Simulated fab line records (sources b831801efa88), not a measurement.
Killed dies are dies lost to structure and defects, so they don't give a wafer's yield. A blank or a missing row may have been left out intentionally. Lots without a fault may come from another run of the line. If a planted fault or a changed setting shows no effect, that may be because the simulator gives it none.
Chamber matching	flow sfq_line	SFQ_TRILAYER_I6_CMP_CMP_166 on cmp-01: 4 sister chambers
The step polishes SiO2. 4 wafers are shown with their chamber, then 8 later ones without.

== WAFERS PAIRED WITH THEIR CHAMBERS ==
wafer	chamber	motor_current_A (A)
L702.1	3	9.9
L702.2	2	11.8
L702.4	1	10.7
L707.3	0	9.8

== WAFERS WITHOUT THEIR CHAMBER ==
wafer	motor_current_A (A)
L707.4	10.5
L707.5	10.0
L709.2	9.9
L709.5	11.9
L709.6	10.2
L713.1	11.3
L713.4	10.8
L713.6	10.1

== CHAMBER TAKEN BY EACH ==
wafer	from the rows above	in truth
L707.4	can't be placed: 1 or 3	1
L707.5	can't be placed: 3 or 0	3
L709.2	can't be placed: 3 or 0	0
L709.5	2	2
L709.6	can't be placed: 3 or 0 or 1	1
L713.1	can't be placed: 2 or 1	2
L713.4	1	1
L713.6	can't be placed: 3 or 0 or 1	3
Correctly placed: 2 of 8. From these rows, 6 cannot be placed; in 6 the true chamber is one of the candidates. 0 placed wrongly.
How it was worked out, from the rows above alone: a wafer's distance from a chamber is the root of the sum, over the readings, of the square of ((its reading less the chamber's mean) divided by the reading's scatter). The wafer belongs to the nearest chamber; if the next one is less than 2 further off, it can't be placed. Each chamber's mean is taken over the wafers shown for it. The scatter: with one shown wafer a chamber, the root of the mean of the squares of how far each hidden wafer lies from its nearest shown one.
